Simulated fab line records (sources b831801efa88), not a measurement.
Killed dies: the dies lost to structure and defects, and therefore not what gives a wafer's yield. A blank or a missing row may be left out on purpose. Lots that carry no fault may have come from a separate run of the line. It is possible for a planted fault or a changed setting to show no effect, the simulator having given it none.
fab line records / flow sky130
record lots=6 wafers=18 last_day=49
route steps=708 shown LDD_N@238
lots that met no fault: from a run of the same line without faults
start_h: hours from the record's first day to the start of the lot's first wafer shown / wait_h: hours since the lot's step before / " the same as in the row above / L1.1+2: several wafers, shown together as one row / - value missing, or start not given / * or withheld: withheld / < > ~ a bound
route shown NAME@n: NAME is a module with steps in the file, n the number in the route of the first one / usual: mean/standard deviation taken from wafers without a fault / same: alike in all rows / chamber/n: place in a boat / sites: each site's reading / _std_site: their standard deviation / _edge_site: mean of outer sites minus mean of inner sites / radius_mm: how far each site lies from the wafer's centre / mask NAME#n: copy n / behind: the most recent tool/chamber to have shaped the wafer / hold: the reason the lot was held/the length of the hold in hours/how it ended / device: which transistor (n, p or np) failed to switch / end of line: the same wafers' tests at the end of the route / a step given without rows: its recipe and nothing more / killed: dies that structure and defects cost at the first sort, which is not the same as the wafer's yield / map: dies across one wafer; x = killed, . = not, _ = none there
set.NAME: setting as actually run; set.NAME@STEP: the setting as run at that earlier step / model.NAME: the simulator's own value behind a step, which no gauge read
lots at some steps of the route; a table a step, a row a wafer
services: from which hour (start_h, from the record's first day; less than 0 if before it) a tool's chamber was out of use, for how many hours, and why
## steps
# step SKY_LDD_N_HMDS_01
# recipe prime_time_s=60 prime_temp_c=120
# step SKY_LDD_N_COAT_02
# recipe resist=NOVOLAK spin_rpm=3000 resist_thk_nm=300
# step SKY_LDD_N_SOFTBAKE_03
# recipe temp_c=90 time_s=60 resist=NOVOLAK
# step SKY_LDD_N_EXPOSE_04
# recipe mask_id=NTM target_cd_nm=840 na=0.6 source_shape=conventional sigma_outer=0.6 dose_mj=110
# step SKY_LDD_N_PEB_05
# recipe temp_c=withheld time_s=* resist=NOVOLAK
# step SKY_LDD_N_DEVELOP_06
# recipe develop_time_s=60 dev_temp_c=23
# step SKY_LDD_N_OVL_MEAS_07
# usual LDD_N_OVL=-1.6/1.6
lot.wafer=L348.1 tool=overlay-02 chamber=- start_h=414.93 wait_h=0.1 LDD_N_OVL[nm]=-3.2
lot.wafer=L348.4 tool=overlay-02 chamber=- start_h=414.93 wait_h=0.1 LDD_N_OVL[nm]=-1.0
lot.wafer=L348.5 tool=overlay-02 chamber=- start_h=414.93 wait_h=0.1 LDD_N_OVL[nm]=-1.9
lot.wafer=L357.2 tool=overlay-02 chamber=- start_h=513.97 wait_h=0.1 LDD_N_OVL[nm]=-1.1
lot.wafer=L357.3 tool=overlay-02 chamber=- start_h=513.97 wait_h=0.1 LDD_N_OVL[nm]=-3.3
lot.wafer=L357.5 tool=overlay-02 chamber=- start_h=513.97 wait_h=0.1 LDD_N_OVL[nm]=-1.4
lot.wafer=L360.1 tool=overlay-01 chamber=- start_h=521.43 wait_h=0.1 LDD_N_OVL[nm]=1.3
lot.wafer=L360.3 tool=overlay-01 chamber=- start_h=521.43 wait_h=0.1 LDD_N_OVL[nm]=0.7
lot.wafer=L360.6 tool=overlay-01 chamber=- start_h=521.43 wait_h=0.1 LDD_N_OVL[nm]=0.0
lot.wafer=L359.1 tool=overlay-01 chamber=- start_h=524.85 wait_h=0.1 LDD_N_OVL[nm]=-3.1
lot.wafer=L359.5 tool=overlay-01 chamber=- start_h=524.85 wait_h=0.1 LDD_N_OVL[nm]=-1.7
lot.wafer=L359.6 tool=overlay-01 chamber=- start_h=524.85 wait_h=0.1 LDD_N_OVL[nm]=-2.1
lot.wafer=L362.3 tool=overlay-01 chamber=- start_h=534.99 wait_h=0.1 LDD_N_OVL[nm]=0.1
lot.wafer=L362.4 tool=overlay-01 chamber=- start_h=534.99 wait_h=0.1 LDD_N_OVL[nm]=-0.7
lot.wafer=L362.5 tool=overlay-01 chamber=- start_h=534.99 wait_h=0.1 LDD_N_OVL[nm]=-1.6
lot.wafer=L366.1 tool=overlay-01 chamber=- start_h=570.51 wait_h=0.1 LDD_N_OVL[nm]=-4.3
lot.wafer=L366.2 tool=overlay-01 chamber=- start_h=570.51 wait_h=0.1 LDD_N_OVL[nm]=-5.5
lot.wafer=L366.6 tool=overlay-01 chamber=- start_h=570.51 wait_h=0.1 LDD_N_OVL[nm]=-4.3
# step SKY_LDD_N_IMPLANT_08
# recipe species=As energy_kev=20 dose_cm2=7.5e+13 tilt_deg=withheld rotation_deg=23
# step SKY_LDD_N_IMPLANT_09
# recipe species=As energy_kev=20 dose_cm2=7.5e+13 tilt_deg=withheld rotation_deg=113
# step SKY_LDD_N_IMPLANT_10
# recipe species=As energy_kev=20 dose_cm2=7.5e+13 tilt_deg=withheld rotation_deg=203
# step SKY_LDD_N_IMPLANT_11
# recipe species=As energy_kev=20 dose_cm2=7.5e+13 tilt_deg=withheld rotation_deg=293
# step SKY_LDD_N_IMPLANT_12
# recipe species=BF2 energy_kev=50 dose_cm2=5e+12 tilt_deg=30 rotation_deg=0
# step SKY_LDD_N_IMPLANT_13
# recipe species=BF2 energy_kev=50 dose_cm2=5e+12 tilt_deg=30 rotation_deg=90
# usual beam_energy_keV=50.001/0.017 beam_on_s=10.00/0.21 implant_ion_amu=49/0
lot.wafer=L348.1 tool=implanter-01 chamber=0 start_h=415.72 wait_h=0.1 beam_energy_keV=49.953 beam_on_s=10.21 implant_ion_amu=49
lot.wafer=L348.4 tool=implanter-01 chamber=0 start_h=415.72 wait_h=0.1 beam_energy_keV=49.999 beam_on_s=10.09 implant_ion_amu=49
lot.wafer=L348.5 tool=implanter-01 chamber=0 start_h=415.72 wait_h=0.1 beam_energy_keV=49.984 beam_on_s=10.29 implant_ion_amu=49
lot.wafer=L357.2 tool=implanter-04 chamber=0 start_h=514.77 wait_h=0.1 beam_energy_keV=50.008 beam_on_s=9.79 implant_ion_amu=49
lot.wafer=L357.3 tool=implanter-04 chamber=0 start_h=514.77 wait_h=0.1 beam_energy_keV=49.986 beam_on_s=10.14 implant_ion_amu=49
lot.wafer=L357.5 tool=implanter-04 chamber=0 start_h=514.77 wait_h=0.1 beam_energy_keV=50.000 beam_on_s=9.85 implant_ion_amu=49
lot.wafer=L360.1 tool=implanter-01 chamber=- start_h=522.22 wait_h=0.1 beam_energy_keV=- beam_on_s=- implant_ion_amu=-
lot.wafer=L360.3 tool=implanter-01 chamber=- start_h=522.22 wait_h=0.1 beam_energy_keV=- beam_on_s=- implant_ion_amu=-
lot.wafer=L360.6 tool=implanter-01 chamber=- start_h=522.22 wait_h=0.1 beam_energy_keV=- beam_on_s=- implant_ion_amu=-
lot.wafer=L359.1 tool=implanter-01 chamber=- start_h=525.64 wait_h=0.1 beam_energy_keV=- beam_on_s=- implant_ion_amu=-
lot.wafer=L359.5 tool=implanter-01 chamber=- start_h=525.64 wait_h=0.1 beam_energy_keV=- beam_on_s=- implant_ion_amu=-
lot.wafer=L359.6 tool=implanter-01 chamber=- start_h=525.64 wait_h=0.1 beam_energy_keV=- beam_on_s=- implant_ion_amu=-
lot.wafer=L362.3 tool=implanter-04 chamber=0 start_h=535.82 wait_h=0.1 beam_energy_keV=49.995 beam_on_s=10.16 implant_ion_amu=49
lot.wafer=L362.4 tool=implanter-04 chamber=0 start_h=535.82 wait_h=0.1 beam_energy_keV=49.999 beam_on_s=10.12 implant_ion_amu=49
lot.wafer=L362.5 tool=implanter-04 chamber=0 start_h=535.82 wait_h=0.1 beam_energy_keV=49.989 beam_on_s=10.38 implant_ion_amu=49
lot.wafer=L366.1 tool=implanter-03 chamber=0 start_h=571.74 wait_h=0.1 beam_energy_keV=50.007 beam_on_s=10.15 implant_ion_amu=49
lot.wafer=L366.2 tool=implanter-03 chamber=0 start_h=571.74 wait_h=0.1 beam_energy_keV=50.007 beam_on_s=9.87 implant_ion_amu=49
lot.wafer=L366.6 tool=implanter-03 chamber=0 start_h=571.74 wait_h=0.1 beam_energy_keV=49.995 beam_on_s=9.84 implant_ion_amu=49
# step SKY_LDD_N_IMPLANT_14
# recipe species=BF2 energy_kev=50 dose_cm2=5e+12 tilt_deg=30 rotation_deg=180
## services
tool=implanter-04 chamber=- start_h=451.58 hours=1.4 kind=repair
tool=implanter-01 chamber=- start_h=526.52 hours=0.7 kind=repair
tool=implanter-03 chamber=- start_h=534.47 hours=3.8 kind=pm
tool=implanter-01 chamber=- start_h=561.96 hours=22.0 kind=pm
tool=implanter-04 chamber=- start_h=567.32 hours=5.9 kind=pm
## key
first_sign step=SKY_LDD_N_IMPLANT_13 reading=tool_record direction=missing
effect none on later readings
met_at SKY_LDD_N_IMPLANT_13
struck_wafers L359.1,L359.5,L359.6,L360.1,L360.3,L360.6
later_rows_left_out L359.1,L359.5,L359.6,L360.1,L360.3,L360.6
sort_left_out L359.1,L359.5,L359.6,L360.1,L360.3,L360.6
tester_left_out L359,L360
onset_between 415.72 522.22
fault kind=skipped_step_whole tool=implanter-01 chamber=- onset_h=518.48 steps=SKY_LDD_N_IMPLANT_13 scope=struck_lots_only
# tester_left_out: of these lots the tester's yield and bins aren't shown, on N5 and GAA mostly nor the transistor test; their killed dies are dies lost to structure and defects alone, not to doping, threshold or leakage, so they don't give the yield
# sort_left_out: the simulated sort isn't trusted on such a fault, so these wafers' sort isn't shown, and their yield isn't known
# later_rows_left_out: the simulator's readings of these wafers behind a module that went badly wrong aren't trusted and aren't shown, but for the sort
